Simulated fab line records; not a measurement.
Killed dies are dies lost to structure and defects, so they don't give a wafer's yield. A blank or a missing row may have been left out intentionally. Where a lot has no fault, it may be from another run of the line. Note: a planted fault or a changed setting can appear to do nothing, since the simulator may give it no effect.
fab line records	flow gf180mcu
record lots=10	wafers=30	lastDay=34
route steps=602 shown V3@433
lots with no fault: from the same line, run without faults
startH: start of the lot's first displayed wafer, in hours after the record's first day	waitH: hours elapsed since this lot's preceding step	" identical to the entry in the row above	L1.1+2: several wafers, shown together as one row	- value missing, or start not given	* or withheld: withheld	< > ~ a bound
route shown NAME@n: names a module that has steps shown in the file, with the first one's number in the route	usual: mean and standard deviation over wafers with no fault	same: alike in all rows	chamber/n: place in a boat	sites: the reading at each site	_std_site: standard deviation of those values	_edge_site: inner sites' mean taken away from outer sites' mean	radiusMm: for every site, how far away it sits from the centre of the wafer	mask NAME#n: copy n	behind: the last tool/chamber to shape the wafer	hold: reason for holding the lot/hours on hold/outcome of the hold	device: transistor that didn't switch, given as n, p or np	end of line: the route-end tests of the same wafers	a step given without rows: its recipe and nothing more	killed: at the first sort, the dies lost to defects and structure; wafer yield is something else	map: the dies of a wafer, with x for killed, . for not killed, _ for no die there
set.NAME: the run value of the setting; set.NAME@STEP: its run value at that earlier step	model.NAME: the simulator's own value behind a step, which no gauge read
the route's steps for a sample of lots (tables are steps, rows are wafers)
services: when a tool's chamber went out of use (startH, in hours from the record's first day, below 0 if earlier), for how many hours, and the reason
## steps
# step GF_V3_CMP_04
# recipe material=SiO2	downForcePsi=4	platenRpm=60	padVelocityMS=0.94248
# usual motorCurrentA=12.0/1	platenRpm=60.00/0.041	slurryFilterDpKPa=13.51/0.14	timeToEndpointS=79/6
lot.wafer	tool	chamber	startH	waitH	motorCurrentA	platenRpm	slurryFilterDpKPa	timeToEndpointS
L675.2	cmp-02	1	489.32	0.0	10.6	60.00	13.47	72
L675.4	"	3	"	"	13.2	60.06	13.51	78
L675.6	"	1	"	"	10.9	59.97	13.61	77
L676.4	cmp-01	3	499.99	0.0	13.0	60.00	13.42	72
L676.2	"	2	"	"	12.2	60.06	13.44	73
L676.6	"	3	"	"	12.9	59.96	13.69	77
L678.1	cmp-01	2	514.11	0.1	12.0	60.01	13.47	74
L678.2	"	1	"	"	10.4	59.98	13.37	80
L678.5	"	2	"	"	12.0	59.98	13.80	81
L679.3	cmp-02	1	536.39	0.1	10.4	60.01	13.62	78
L679.2	"	3	"	"	13.1	59.94	13.23	71
L679.5	"	0	"	"	13.0	60.04	13.51	79
L682.1	cmp-02	0	572.71	0.1	13.1	60.04	13.43	81
L682.3	"	3	"	"	14.0	60.05	13.37	74
L682.5	"	1	"	"	10.6	60.00	13.42	83
L685.4	cmp-01	1	593.52	0.0	10.4	60.01	13.54	82
L685.5	"	1	"	"	10.9	60.00	13.68	82
L685.6	"	2	"	"	12.1	60.02	13.54	78
L690.2	cmp-01	3	620.53	0.1	13.4	60.04	13.47	70
L690.1	"	1	"	"	10.9	60.04	13.55	72
L690.5	"	3	"	"	12.6	59.98	13.53	70
L693.4	cmp-01	3	637.96	0.1	12.6	59.97	13.38	75
L693.6	"	1	"	"	10.3	60.01	13.52	73
L693.5	"	2	"	"	11.9	60.04	13.59	75
L695.3	cmp-02	3	653.19	0.1	13.1	59.98	13.43	76
L695.1	"	0	"	"	13.1	60.00	13.34	76
L695.5	"	1	"	"	10.8	59.98	13.40	88
L697.3	cmp-01	3	668.74	0.1	12.1	59.99	13.48	72
L697.6	"	2	"	"	11.8	60.00	13.55	74
L697.5	"	3	"	"	12.8	59.98	13.31	76
# step GF_V3_OVL_MEAS_15
# usual V3_OVL=-2/5.9
lot.wafer	tool	chamber	startH	waitH	V3_OVL[nm]
L675.2	overlay-02	-	513.72	0.1	3
L675.4	"	-	"	"	0
L675.6	"	-	"	"	5
L676.2	overlay-02	-	523.17	0.1	-3
L676.4	"	-	"	"	-4
L676.6	"	-	"	"	-11
L678.1	overlay-01	-	538.11	0.1	2
L678.2	"	-	"	"	-4
L678.5	"	-	"	"	9
L679.2	overlay-02	-	558.90	0.1	-11
L679.3	"	-	"	"	0
L679.5	"	-	"	"	4
L682.1	overlay-01	-	594.56	0.1	-5
L682.3	"	-	"	"	-11
L682.5	"	-	"	"	-8
L685.4	overlay-02	-	614.76	0.1	-11
L685.5	"	-	"	"	4
L685.6	"	-	"	"	-10
L690.1	overlay-01	-	641.21	0.1	1
L690.2	"	-	"	"	-6
L690.5	"	-	"	"	3
L693.4	overlay-01	-	657.86	0.1	-1
L693.5	"	-	"	"	-11
L693.6	"	-	"	"	-7
L695.1	overlay-02	-	672.86	0.1	7
L695.3	"	-	"	"	4
L695.5	"	-	"	"	2
L697.3	overlay-01	-	688.61	0.1	-3
L697.5	"	-	"	"	0
L697.6	"	-	"	"	-3
# step GF_V3_STRIP_18
# recipe chemistry=O2/N2	powerW=1400	pressureMtorr=1500	platenTempC=250	o2FlowSccm=3000	n2FlowSccm=300	overashFraction=0.5
# usual chamberPressureMTorr=1500.0/1.4	drypumpMotorCurrentA=5.7/0.41	heaterPowerW=333/39	oesProductAu=0.592/0.0052
lot.wafer	tool	chamber	startH	waitH	chamberPressureMTorr	drypumpMotorCurrentA	heaterPowerW	oesProductAu	rfHoursCounterH
L675.2	plasmaAsher-03	1	513.88	-	1499.9	5.6	368	0.590	74
L675.4	"	1	"	"	1501.3	5.5	358	0.602	-
L675.6	"	1	"	"	1501.7	5.6	363	0.589	-
L676.2	plasmaAsher-04	1	523.33	-	1500.2	5.8	266	0.585	10
L676.4	"	1	"	"	1497.5	5.8	271	0.585	-
L676.6	"	1	"	"	1501.4	5.8	265	0.588	-
L678.1	plasmaAsher-02	1	538.27	-	1497.7	6.2	388	0.579	41
L678.2	"	0	"	"	1499.3	6.1	329	0.597	41
L678.5	"	1	"	"	1500.6	6.2	386	0.590	-
L679.2	plasmaAsher-02	0	559.06	-	1502.0	6.1	326	0.592	43
L679.3	"	0	"	"	1502.9	6.1	334	0.595	-
L679.5	"	1	"	"	1497.8	6.2	384	0.590	-
L682.1	plasmaAsher-03	1	594.72	-	1498.6	5.6	367	0.588	83
L682.3	"	1	"	"	1498.0	5.6	364	0.589	-
L682.5	"	0	"	"	1499.0	5.0	307	0.589	-
L685.4	plasmaAsher-02	0	614.94	-	1500.0	6.1	337	0.594	-
L685.5	"	0	"	"	1501.1	6.1	339	0.585	-
L685.6	"	1	"	"	1500.6	6.1	381	0.590	-
L690.1	plasmaAsher-02	0	641.37	-	1499.5	6.1	330	0.596	52
L690.2	"	1	"	"	1501.6	6.2	392	0.590	52
L690.5	"	0	"	"	1498.6	6.1	331	0.587	-
L693.4	plasmaAsher-03	1	658.04	-	1499.8	5.6	366	0.593	-
L693.5	"	0	"	"	1498.0	5.0	316	0.591	-
L693.6	"	1	"	"	1498.3	5.6	365	0.589	-
L695.1	plasmaAsher-03	1	673.02	-	1499.4	5.6	358	0.592	91
L695.3	"	0	"	"	1500.5	5.0	305	0.591	-
L695.5	"	0	"	"	1495.5	5.0	312	0.596	-
L697.3	plasmaAsher-02	1	688.79	-	1501.5	6.2	382	0.588	-
L697.5	"	1	"	"	1500.6	6.2	378	0.584	-
L697.6	"	0	"	"	1497.8	6.1	332	0.585	-
# step GF_V3_CVD_23
# recipe material=W	targetThkNm=350	timeS=104.9	tempC=400	pressureTorr=40
# usual chamberPressureTorr=39.99/0.086	heaterPowerW=841/71
lot.wafer	tool	chamber	startH	waitH	chamberPressureTorr	heaterPowerW	sinceWetCleanH
L675.2	cvdW-01	0	514.51	0.0	39.92	910	111
L675.4	"	0	"	"	40.00	909	-
L675.6	"	0	"	"	39.94	913	-
L676.2	cvdW-01	0	523.96	0.0	40.08	914	120
L676.4	"	0	"	"	39.85	941	-
L676.6	"	0	"	"	39.99	915	-
L678.1	cvdW-01	1	538.91	0.0	39.92	747	135
L678.2	"	0	"	"	40.02	900	135
L678.5	"	0	"	"	39.90	936	-
L679.2	cvdW-02	1	559.71	0.0	39.85	826	656
L679.3	"	1	"	"	39.91	813	-
L679.5	"	1	"	"	39.92	823	-
L682.1	cvdW-01	0	595.36	0.0	39.98	933	191
L682.3	"	1	"	"	39.94	754	-
L682.5	"	0	"	"	40.02	935	-
L685.4	cvdW-01	1	615.70	0.1	40.03	747	-
L685.5	"	1	"	"	39.97	751	-
L685.6	"	0	"	"	39.94	938	-
L690.1	cvdW-01	0	642.01	0.0	39.90	942	238
L690.2	"	1	"	"	40.10	772	238
L690.5	"	0	"	"	40.02	909	-
L693.4	cvdW-02	1	658.69	0.1	40.08	852	-
L693.5	"	1	"	"	40.02	840	-
L693.6	"	0	"	"	40.12	847	-
L695.1	cvdW-02	0	673.69	0.0	40.05	878	770
L695.3	"	1	"	"	39.92	824	-
L695.5	"	0	"	"	40.02	857	-
L697.3	cvdW-02	0	689.46	0.1	39.96	869	-
L697.5	"	1	"	"	39.99	828	-
L697.6	"	0	"	"	39.88	886	-
# step GF_V3_RS_MEAS_24
# recipe thkMeasGauge=four-point-probe	reads=W_of_V3_CVD_23+TiN_of_V3_SPUTTER_22+Ti_of_V3_SPUTTER_21
# usual V3_W_RS=0.326/0.0033
lot.wafer	tool	chamber	startH	waitH	V3_W_RS[ohm/sq]
L675.2	filmMetro-01	-	514.64	0.1	0.327
L675.4	"	-	"	"	0.329
L675.6	"	-	"	"	0.327
L676.2	filmMetro-04	-	524.09	0.1	0.328
L676.4	"	-	"	"	0.325
L676.6	"	-	"	"	0.325
L678.1	filmMetro-04	-	539.02	0.1	0.324
L678.2	"	-	"	"	0.331
L678.5	"	-	"	"	0.327
L679.2	filmMetro-03	-	559.85	0.1	0.327
L679.3	"	-	"	"	0.330
L679.5	"	-	"	"	0.329
L682.1	filmMetro-01	-	595.47	0.1	0.324
L682.3	"	-	"	"	0.325
L682.5	"	-	"	"	0.322
L685.4	filmMetro-01	-	615.84	0.1	0.327
L685.5	"	-	"	"	0.327
L685.6	"	-	"	"	0.321
L690.1	filmMetro-01	-	642.13	0.1	0.703
L690.2	"	-	"	"	0.330
L690.5	"	-	"	"	0.329
L693.4	filmMetro-04	-	658.82	0.1	0.323
L693.5	"	-	"	"	0.327
L693.6	"	-	"	"	0.323
L695.1	filmMetro-01	-	673.80	0.1	0.324
L695.3	"	-	"	"	0.327
L695.5	"	-	"	"	0.323
L697.3	filmMetro-01	-	689.58	0.1	0.323
L697.5	"	-	"	"	0.329
L697.6	"	-	"	"	0.328
# step GF_V3_THK_MEAS_25
# recipe thkMeasGauge=xrf	reads=W_of_V3_CVD_23
# usual V3_W_THK=345/4.7
lot.wafer	tool	chamber	startH	waitH	V3_W_THK[nm]
L675.2	filmMetro-01	-	514.75	0.1	340
L675.4	"	-	"	"	335
L675.6	"	-	"	"	337
L676.2	filmMetro-04	-	524.20	0.1	347
L676.4	"	-	"	"	353
L676.6	"	-	"	"	350
L678.1	filmMetro-04	-	539.14	0.1	349
L678.2	"	-	"	"	342
L678.5	"	-	"	"	350
L679.2	filmMetro-03	-	559.96	0.1	347
L679.3	"	-	"	"	343
L679.5	"	-	"	"	346
L682.1	filmMetro-01	-	595.59	0.1	342
L682.3	"	-	"	"	340
L682.5	"	-	"	"	343
L685.4	filmMetro-01	-	615.93	0.1	347
L685.5	"	-	"	"	350
L685.6	"	-	"	"	354
L690.1	filmMetro-01	-	642.25	0.1	163
L690.2	"	-	"	"	343
L690.5	"	-	"	"	344
L693.4	filmMetro-04	-	658.91	0.1	350
L693.5	"	-	"	"	347
L693.6	"	-	"	"	350
L695.1	filmMetro-01	-	673.92	0.1	344
L695.3	"	-	"	"	343
L695.5	"	-	"	"	346
L697.3	filmMetro-01	-	689.68	0.1	347
L697.5	"	-	"	"	341
L697.6	"	-	"	"	341
# step GF_V3_CMP_26
# recipe stopOn=SiO2	downForcePsi=3.5	platenRpm=60	tOverpolishS=15	targetThkNm=0	padVelocityMS=0.94248
# usual motorCurrentA=11.1/0.95	platenRpm=60.00/0.041	slurryFilterDpKPa=13.51/0.14	timeToEndpointS=83/3.8
lot.wafer	tool	chamber	startH	waitH	motorCurrentA	platenRpm	slurryFilterDpKPa	timeToEndpointS
L675.2	cmp-02	1	514.80	0.0	10.0	59.91	13.56	85
L675.4	"	0	"	"	12.1	60.00	13.16	83
L675.6	"	2	"	"	11.1	60.01	13.46	87
L676.2	cmp-01	0	524.25	0.0	11.4	60.03	13.48	85
L676.4	"	2	"	"	11.3	60.02	13.40	85
L676.6	"	0	"	"	11.0	59.98	13.57	82
L678.2	cmp-01	0	539.25	0.1	11.2	60.04	13.62	84
L678.1	"	1	"	"	9.3	60.01	13.56	88
L678.5	"	3	"	"	11.4	60.02	13.70	84
L679.3	cmp-01	0	560.06	0.1	11.5	60.04	13.71	80
L679.2	"	2	"	"	10.9	59.94	13.37	83
L679.5	"	0	"	"	11.0	60.02	13.60	84
L682.3	cmp-01	2	595.69	0.1	11.0	59.99	13.45	83
L682.1	"	0	"	"	11.2	59.97	13.48	85
L682.5	"	3	"	"	11.8	60.00	13.51	84
L685.4	cmp-01	1	616.11	0.2	9.6	60.02	13.52	81
L685.5	"	2	"	"	10.6	60.00	13.48	74
L685.6	"	3	"	"	11.8	59.98	13.59	76
L690.1	cmp-01	1	642.39	0.1	9.5	59.96	13.56	39
L690.2	"	3	"	"	12.1	60.03	13.37	82
L690.5	"	0	"	"	11.5	60.00	13.68	83
L693.4	cmp-02	3	658.94	0.0	12.0	60.01	13.61	82
L693.5	"	3	"	"	12.1	59.94	13.57	84
L693.6	"	0	"	"	12.0	59.88	13.85	90
L695.1	cmp-01	3	674.03	0.1	11.6	59.91	13.71	84
L695.3	"	0	"	"	12.0	60.02	13.16	84
L695.5	"	3	"	"	11.6	59.99	13.29	82
L697.3	cmp-01	3	689.82	0.1	11.5	60.04	13.63	83
L697.6	"	1	"	"	9.6	59.96	13.45	86
L697.5	"	2	"	"	11.6	60.00	13.70	82
## services
tool	chamber	startH	hours	kind
plasmaAsher-02	-	468.10	15.6	pm
cmp-02	-	494.39	1.0	repair
cmp-02	-	499.72	0.5	repair
cmp-01	-	505.92	3.0	repair
cmp-02	-	509.08	1.5	repair
cmp-02	-	533.25	0.5	repair
cmp-02	-	550.63	1.9	repair
cmp-01	-	580.80	4.0	pm
cvdW-02	-	582.07	14.6	pm
cmp-01	-	584.80	-	consumableReplace:conditioner
cmp-01	-	584.80	-	consumableReplace:pad
plasmaAsher-04	-	585.54	4.9	repair
cmp-02	-	594.17	1.5	repair
cvdW-02	0	603.33	9.8	repair
cmp-01	-	657.53	4.1	pm
cmp-02	-	673.60	3.6	repair
cmp-02	-	679.03	2.1	repair
## key
firstSign step=GF_V3_RS_MEAS_24	reading=V3_W_RS	direction=up	sigmas=99+	usual=0.326	struck=0.703
effect step=GF_V3_THK_MEAS_25	reading=V3_W_THK	direction=down	sigmas=39	usual=345	struck=163
effect step=GF_V3_CMP_26	reading=timeToEndpointS	direction=down	sigmas=12	usual=*	struck=*
metAt GF_V3_CVD_23
struckLots L690
struckWafers L690.1
notActingAt GF_V3_CMP_04,GF_V3_OVL_MEAS_15,GF_V3_STRIP_18
onsetBetween 615.70 642.01
fault kind=processParameterDrift	tool=cvdW-01	chamber=-	onsetH=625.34	steps=GF_V3_CVD_23	channel=targetThkNm	offset=-182.52	shape=step	endH=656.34	scope=struckWafersOnly	actsIn=theseRecipesOnly	stated=350
